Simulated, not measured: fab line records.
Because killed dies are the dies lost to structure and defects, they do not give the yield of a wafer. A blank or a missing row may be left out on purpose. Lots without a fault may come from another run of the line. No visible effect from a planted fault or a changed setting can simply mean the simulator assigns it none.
Which tool was responsible?    flow gf180mcu    Sampling: 13 lots, 39 wafers, 4 of 602 route steps

## WHAT EACH GAUGE READ, for each wafer
GF_VT_IMPLANT_OVL_MEAS_07.
lot   measured      on          VT_IMPLANT_OVL (nm)
L754  day 5 17:03   overlay-02  1.6 1.3 1.3
L756  day 6 02:06   overlay-01  1.4 0.1 1.9
L758  day 6 14:52   overlay-02  1.6 1.8 0.5
L761  day 7 09:39   overlay-01  -1.7 -2.7 -2.1
L764  day 8 06:49   overlay-02  1.8 2.3 2.0
L765  day 8 12:04   overlay-01  2.8 1.1 -1.7
L768  day 9 05:09   overlay-02  0.8 2.3 1.3
L769  day 9 10:31   overlay-02  0.5 1.8 1.9
L771  day 10 00:13  overlay-02  -0.5 -2.2 -1.2
L772  day 10 04:41  overlay-02  -0.3 -0.9 1.4
L774  day 10 16:40  overlay-01  -0.6 -0.6 -0.1
L775  day 11 01:34  overlay-01  1.1 1.4 0.1
L776  day 11 06:29  overlay-01  0.2 0.2 -0.3

GF_DUAL_GATE_THK_MEAS_03.
lot   measured      on            DUAL_GATE_OXIDATION_00_THK (nm)
L754  day 7 20:32   filmMetro-04  10.60 10.56 10.82
L756  day 8 05:22   filmMetro-01  10.91 10.88 11.07
L758  day 8 18:08   filmMetro-01  10.99 10.79 10.93
L761  day 9 13:56   filmMetro-01  10.48 10.64 10.40
L764  day 10 12:51  filmMetro-04  10.77 10.76 10.86
L765  day 10 21:45  filmMetro-01  16.79 16.87 17.17
L768  day 11 13:51  filmMetro-04  10.90 10.85 10.93
L769  day 11 20:40  filmMetro-02  16.64 16.84 16.89
L771  day 12 11:24  filmMetro-02  11.08 10.84 10.72
L772  day 12 15:32  filmMetro-04  10.83 10.82 10.92
L774  day 13 03:32  filmMetro-02  10.93 11.06 11.16
L775  day 13 14:23  filmMetro-04  10.99 10.68 10.80
L776  day 13 20:31  filmMetro-02  10.55 10.50 10.53

## WHAT TOOL EACH LOT RAN ON (gives the tool, then ch and the chambers of the sampled wafers, and finally the start)
lot   GF_VT_IMPLANT_RTA_45             GF_DUAL_GATE_OXIDATION_02
L754  rtpAnneal-02 ch 0, day 7 15:27   furnace-01 ch 0, day 7 19:05
L756  rtpAnneal-01 ch 0, day 8 01:51   furnace-02 ch 0, day 8 03:55
L758  rtpAnneal-02 ch 0, day 8 15:31   furnace-02 ch 0, day 8 16:41
L761  rtpAnneal-01 ch 0, day 9 11:42   furnace-01 ch 0, day 9 12:29
L764  rtpAnneal-01 ch 0, day 10 10:28  furnace-01 ch 0, day 10 11:24
L765  rtpAnneal-01 ch 0, day 10 16:39  furnace-01 ch 0, day 10 17:28
L768  rtpAnneal-02 ch 0, day 11 11:31  furnace-02 ch 0, day 11 12:24
L769  rtpAnneal-01 ch 0, day 11 16:51  furnace-01 ch 0, day 11 17:37
L771  rtpAnneal-01 ch 0, day 12 08:48  furnace-02 ch 0, day 12 09:58
L772  rtpAnneal-01 ch 0, day 12 13:19  furnace-01 ch 0, day 12 14:04
L774  rtpAnneal-01 ch 0, day 13 01:15  furnace-02 ch 0, day 13 02:05
L775  rtpAnneal-02 ch 0, day 13 12:10  furnace-02 ch 0, day 13 12:56
L776  rtpAnneal-02 ch 0, day 13 17:59  furnace-01 ch 0, day 13 19:03
- GF_VT_IMPLANT_RTA_45: time 30 s.
- GF_DUAL_GATE_OXIDATION_02: stabilise 600 s, purge 300 s, target thk 10.887 nm.

## AS READ BY THE TOOLS THEMSELVES (means over the sampled wafers that have a number; for cases with no such wafer, the mark the record gives instead)
GF_VT_IMPLANT_RTA_45.
lot   tool          lampPowerPct (%)  wafer_temp_C_max
L754  rtpAnneal-02  36.7              1052.9
L756  rtpAnneal-01  31.6              1053.8
L758  rtpAnneal-02  36.7              1053.3
L761  rtpAnneal-01  31.6              1054.5
L764  rtpAnneal-01  31.7              1055.0
L765  rtpAnneal-01  31.6              1054.5
L768  rtpAnneal-02  36.7              1053.1
L769  rtpAnneal-01  31.7              1054.0
L771  rtpAnneal-01  31.7              1054.5
L772  rtpAnneal-01  31.6              1054.1
L774  rtpAnneal-01  31.6              1054.0
L775  rtpAnneal-02  36.7              1052.5
L776  rtpAnneal-02  36.7              1052.2

GF_DUAL_GATE_OXIDATION_02.
lot   tool        spikeTcBottomC (C)  zonePowerCentrePct (%)
L754  furnace-01  917.5               16.2
L756  furnace-02  923.2               19.2
L758  furnace-02  923.7               19.3
L761  furnace-01  917.7               16.4
L764  furnace-01  917.7               16.4
L765  furnace-01  918.0               16.4
L768  furnace-02  923.4               19.1
L769  furnace-01  919.0               16.4
L771  furnace-02  923.4               19.2
L772  furnace-01  918.9               16.4
L774  furnace-02  923.2               19.5
L775  furnace-02  923.2               19.3
L776  furnace-01  920.2               16.5

## THE ANSWER, worked out from the rows above alone
Rule: what is usual is taken from the lots themselves. The widest of any qualifying gaps counts: lots, ordered by their means at a reading, are off when they make up no more than a third of the lots, leave a main group of 4 or more, and stand apart from it by 3 or more times the standard deviation of that group's means. The tables above print the reading to a certain number of digits; a main group whose means all agree to those digits is not used. A lot without any number at a reading at which 4 lots or more have one is off too. All remaining lots with rows at the step are treated as sound. The gauges are gone through in route order, then the tools' own readings, and for those a lot's mean is taken as printed above. The first step at which some lot is off is used, and at that step the reading that is off furthest; a lot without a number counts as furthest.
Off: L765, L769, at GF_DUAL_GATE_THK_MEAS_03 (DUAL_GATE_OXIDATION_00_THK). Main group: mean 10.80 nm, sd 0.16.
If a tool, at a process step before that reading, ran all the lots that are off and no sound lot after the first of them, it fits. Gauges at GF_DUAL_GATE_THK_MEAS_03: tried the same way as those tools. No candidate that was tried fits.

## WHAT HAD BEEN PUT IN BY THE SIMULATOR
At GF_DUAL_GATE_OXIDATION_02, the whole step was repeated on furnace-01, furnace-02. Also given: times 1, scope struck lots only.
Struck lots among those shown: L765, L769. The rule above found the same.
